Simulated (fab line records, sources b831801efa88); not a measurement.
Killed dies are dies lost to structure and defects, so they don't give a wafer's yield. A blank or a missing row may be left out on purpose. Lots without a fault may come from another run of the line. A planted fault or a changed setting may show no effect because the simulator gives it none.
Which tool did it? | flow gf180mcu | 10 lots, 30 wafers sampled, at 6 steps of a route of 602

WHAT THE GAUGES READ, wafer by wafer
GF_VT_IMPLANT_OVL_MEAS_40. Usual: VT_IMPLANT_03_OVL 0.4 nm, standard deviation 1.2.
lot  | measured     | on         | VT_IMPLANT_03_OVL (nm) | flag
L260 | day 7 13:34  | overlay-02 | 0.3 0.0 0.7            |
L261 | day 7 21:47  | overlay-02 | 1.0 -0.2 1.1           |
L265 | day 9 00:01  | overlay-01 | -1.3 -0.9 0.0          |
L268 | day 9 22:40  | overlay-01 | -1.0 0.6 0.5           |
L272 | day 11 00:16 | overlay-01 | -0.7 -1.4 -1.0         |
L273 | day 11 02:43 | overlay-02 | -1.9 -0.7 -1.6         |
L277 | day 12 05:58 | overlay-01 | 2.2 1.6 0.7            |
L279 | day 12 20:22 | overlay-01 | 0.6 -0.8 0.4           |
L281 | day 13 10:31 | overlay-02 | -1.3 -0.5              |
L283 | day 13 21:38 | overlay-02 | 0.9                    |

GF_DUAL_GATE_OVL_MEAS_11. Usual: DUAL_GATE_OVL 0.2 nm, standard deviation 1.1.
lot  | measured     | on         | DUAL_GATE_OVL (nm) | flag
L260 | day 8 10:25  | overlay-02 | 0.9 -0.5 1.3       |
L261 | day 8 15:40  | overlay-02 | -1.5 0.5 -1.9      |
L265 | day 9 21:01  | overlay-01 | 0.1 -0.1 1.5       |
L268 | day 10 20:31 | overlay-01 | 1.6 1.5 -1.7       |
L272 | day 11 21:34 | overlay-01 | -0.6 -1.5 -0.1     |
L273 | day 12 00:31 | overlay-01 | 2.9 1.4 2.0        |
L277 | day 13 04:37 | overlay-01 | 0.7 1.7 0.0        |
L279 | day 13 19:34 | overlay-02 | -0.7 1.3 -0.1      |
L281 | day 14 10:25 | overlay-02 | 0.2 -0.1           |
L283 | day 14 22:11 | overlay-02 | -2.1               |

WHICH TOOL RAN EACH LOT (tool, then ch and the chambers of the sampled wafers, then the start)
lot  | GF_STI_ETCH_13                    | GF_STI_ETCH_14                  | GF_STI_STRIP_15                     | GF_MVPSD_STRIP_10
L260 | rie_diel-03 ch 0,2,3, day 2 03:02 | rie_si-02 ch 0,2,3, day 2 03:07 | plasma_asher-01 ch 0, day 2 03:11   | plasma_asher-04 ch 0,1, day 5 02:06
L261 | rie_diel-01 ch 0,1, day 2 08:29   | rie_si-01 ch 0,3, day 2 08:34   | plasma_asher-02 ch 0,1, day 2 08:40 | plasma_asher-04 ch 0,1, day 5 08:47
L265 | rie_diel-04 ch 0,1,2, day 3 03:32 | rie_si-02 ch 0,1,3, day 3 03:37 | plasma_asher-03 ch 0,1, day 3 03:41 | plasma_asher-03 ch 0,1, day 6 09:33
L268 | rie_diel-01 ch 0,1,2, day 3 20:38 | rie_si-01 ch 0,1,3, day 3 20:43 | plasma_asher-03 ch 0,1, day 3 20:47 | plasma_asher-03 ch 0,1, day 7 04:12
L272 | rie_diel-04 ch 1,2,3, day 4 16:59 | rie_si-02 ch 1,2,3, day 4 17:04 | plasma_asher-01 ch 0,1, day 4 17:08 | plasma_asher-04 ch 0,1, day 8 03:54
L273 | rie_diel-01 ch 1,3, day 4 20:56   | rie_si-01 ch 1,2,3, day 4 21:01 | plasma_asher-03 ch 0,1, day 4 21:05 | plasma_asher-03 ch 0,1, day 8 06:09
L277 | rie_diel-04 ch 1,3, day 5 16:29   | rie_si-02 ch 0,2, day 5 16:34   | plasma_asher-01 ch 0,1, day 5 16:38 | plasma_asher-03 ch 0,1, day 9 05:57
L279 | rie_diel-01 ch 0,1,2, day 6 04:26 | rie_si-01 ch 0,3, day 6 04:31   | plasma_asher-01 ch 0,1, day 6 04:35 | plasma_asher-04 ch 0, day 9 17:33
L281 | rie_diel-04 ch 1,2,3, day 6 13:26 | rie_si-01 ch 1,3, day 6 13:31   | plasma_asher-03 ch 0,1, day 6 13:35 | plasma_asher-01 ch 0,1, day 10 06:36
L283 | rie_diel-04 ch 0,2, day 6 23:26   | rie_si-02 ch 0,3, day 6 23:31   | plasma_asher-01 ch 0,1, day 6 23:37 | plasma_asher-03 ch 1, day 10 16:13
- GF_STI_ETCH_13: etches the open film in CHF3/O2, stops on Si, target depth 282.31 nm, time 112.9 s.
- GF_STI_ETCH_14: etches Si in HBr/Cl2/O2, target depth 360 nm, time 102.9 s.
- GF_STI_STRIP_15: strips in O2/N2.
- GF_MVPSD_STRIP_10: strips in O2/N2.

WHAT THE TOOLS THEMSELVES READ (means of the sampled wafers that have a number; where no wafer has one, the mark that the record gives instead)
GF_STI_ETCH_13. Usual: drypump_motor_current_A 5.7 A, standard deviation 0.33; oes_product_au 0.835 a.u., standard deviation 0.006; run_length_s 141.4 s, standard deviation 0.33; throttle_valve_pct 8.812 %, standard deviation 0.0091.
lot  | tool        | drypump_motor_current_A (A) | oes_product_au (a.u.) | run_length_s (s) | throttle_valve_pct (%) | flag
L260 | rie_diel-03 | 5.8                         | 0.836                 | 141.6            | 8.810                  |
L261 | rie_diel-01 | 5.5                         | 0.831                 | 141.4            | 8.814                  |
L265 | rie_diel-04 | 5.6                         | 0.835                 | 141.3            | 8.813                  |
L268 | rie_diel-01 | 5.6                         | 0.842                 | 141.3            | 8.819                  |
L272 | rie_diel-04 | 5.5                         | 0.835                 | 141.2            | 8.807                  |
L273 | rie_diel-01 | 5.8                         | 0.840                 | 141.5            | 8.811                  |
L277 | rie_diel-04 | 5.7                         | 0.832                 | 141.3            | 8.809                  |
L279 | rie_diel-01 | 5.6                         | 0.834                 | 141.4            | 8.813                  |
L281 | rie_diel-04 | 5.6                         | 0.895                 | 123.5            | 8.825                  | OFF
L283 | rie_diel-04 | 5.4                         | 0.944                 | 105.9            | 8.850                  | OFF

GF_STI_ETCH_14. Usual: drypump_motor_current_A 5.5 A, standard deviation 0.59; oes_product_au 1.001 a.u., standard deviation 0.0069; run_length_s 131.3 s, standard deviation 0.43; throttle_valve_pct 25.656 %, standard deviation 0.0091.
lot  | tool      | drypump_motor_current_A (A) | oes_product_au (a.u.) | run_length_s (s) | throttle_valve_pct (%) | flag
L260 | rie_si-02 | 5.7                         | 1.002                 | 131.1            | 25.648                 |
L261 | rie_si-01 | 4.9                         | 1.002                 | 131.2            | 25.652                 |
L265 | rie_si-02 | 5.8                         | 1.001                 | 131.3            | 25.657                 |
L268 | rie_si-01 | 5.2                         | 1.007                 | 131.3            | 25.651                 |
L272 | rie_si-02 | 5.8                         | 0.992                 | 131.4            | 25.668                 |
L273 | rie_si-01 | 5.6                         | 0.996                 | 131.4            | 25.654                 |
L277 | rie_si-02 | 5.3                         | 1.004                 | 130.8            | 25.656                 |
L279 | rie_si-01 | 4.9                         | 1.004                 | 131.0            | 25.655                 |
L281 | rie_si-01 | 5.5                         | 0.782                 | 131.6            | 25.802                 | OFF
L283 | rie_si-02 | 5.8                         | 0.568                 | 131.1            | 25.940                 | OFF

GF_STI_STRIP_15. Usual: drypump_motor_current_A 5.8 A, standard deviation 0.3; heater_power_w 343 W, standard deviation 21; oes_product_au 0.384 a.u., standard deviation 0.0045; platen_temp_c 249.98 C, standard deviation 0.16; strip_time_to_endpoint_s 3.73 s, standard deviation 0.033.
lot  | tool            | drypump_motor_current_A (A) | heater_power_w (W) | oes_product_au (a.u.) | platen_temp_c (C) | strip_time_to_endpoint_s (s) | flag
L260 | plasma_asher-01 | 6.0                         | 311                | 0.385                 | 249.91            | 3.70                         |
L261 | plasma_asher-02 | 6.2                         | 354                | 0.382                 | 250.18            | 3.72                         |
L265 | plasma_asher-03 | 5.5                         | 339                | 0.382                 | 249.93            | 3.72                         |
L268 | plasma_asher-03 | 5.5                         | 343                | 0.385                 | 250.06            | 3.75                         |
L272 | plasma_asher-01 | 5.9                         | 329                | 0.383                 | 250.27            | 3.71                         |
L273 | plasma_asher-03 | 5.6                         | 331                | 0.386                 | 249.99            | 3.72                         |
L277 | plasma_asher-01 | 5.8                         | 352                | 0.385                 | 250.07            | 3.76                         |
L279 | plasma_asher-01 | 5.7                         | 350                | 0.383                 | 249.86            | 3.76                         |
L281 | plasma_asher-03 | 5.4                         | 337                | 0.404                 | 250.04            | 4.10                         | OFF
L283 | plasma_asher-01 | 5.9                         | 328                | 0.415                 | 250.01            | 4.51                         | OFF

GF_MVPSD_STRIP_10. Usual: drypump_motor_current_A 5.61 A, standard deviation 0.29; heater_power_w 348 W, standard deviation 19; oes_product_au 0.723 a.u., standard deviation 0.0047; platen_temp_c 250.02 C, standard deviation 0.18; strip_time_to_endpoint_s 36.94 s, standard deviation 0.099.
lot  | tool            | drypump_motor_current_A (A) | heater_power_w (W) | oes_product_au (a.u.) | platen_temp_c (C) | strip_time_to_endpoint_s (s) | flag
L260 | plasma_asher-04 | 5.51                        | 364                | 0.723                 | 250.05            | 37.04                        |
L261 | plasma_asher-04 | 5.49                        | 368                | 0.727                 | 250.01            | 36.88                        |
L265 | plasma_asher-03 | 5.61                        | 333                | 0.723                 | 249.98            | 36.98                        |
L268 | plasma_asher-03 | 5.50                        | 333                | 0.725                 | 250.11            | 37.01                        |
L272 | plasma_asher-04 | 5.48                        | 368                | 0.719                 | 250.13            | 36.93                        |
L273 | plasma_asher-03 | 5.61                        | 333                | 0.724                 | 250.18            | 36.93                        |
L277 | plasma_asher-03 | 5.62                        | 336                | 0.721                 | 250.13            | 37.02                        |
L279 | plasma_asher-04 | 5.98                        | 360                | 0.730                 | 249.93            | 36.89                        |
L281 | plasma_asher-01 | 5.83                        | 337                | 0.727                 | 249.92            | 37.09                        |
L283 | plasma_asher-03 | 5.35                        | 329                | 0.723                 | 249.98            | 37.11                        |

THE ANSWER, worked out from the rows above alone
Rule: a lot is off if the mean of its wafers that have a number lies more than 3 standard deviations from the usual mean. A lot without any number at a reading at which 4 lots or more have one is off too. The other lots that the step has rows for count as sound. The gauges are gone through in route order, then the tools' own readings, and for those a lot's mean is taken as printed above. The first step at which some lot is off is used, and at that step the reading that is off furthest; a lot without a number counts as furthest.
Off: L281, L283, at GF_STI_ETCH_13 (run_length_s).
A tool fits if, at that step or a process step before it, it ran every lot that is off, and no sound lot after the first of them. One fits: rie_diel-04 at GF_STI_ETCH_13. Its last sound lot is L277 (day 5 16:29), its first lot that is off L281 (day 6 13:26): a fault that began between those two fits.
The tool's own readings at GF_STI_ETCH_13 bear it out: on the lots that are off they differ by more than 5 times the standard deviation of the sound lots' means. oes_product_au reads 0.919 a.u. there against 0.836 a.u. on the sound lots; run_length_s reads 114.7 s there against 141.4 s on the sound lots; throttle_valve_pct reads 8.837 % there against 8.812 % on the sound lots.

WHAT THE SIMULATOR HAD PUT IN
Process parameter drift: rie_diel-04, from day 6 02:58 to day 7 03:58, at GF_STI_ETCH_13. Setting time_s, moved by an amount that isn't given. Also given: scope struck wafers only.
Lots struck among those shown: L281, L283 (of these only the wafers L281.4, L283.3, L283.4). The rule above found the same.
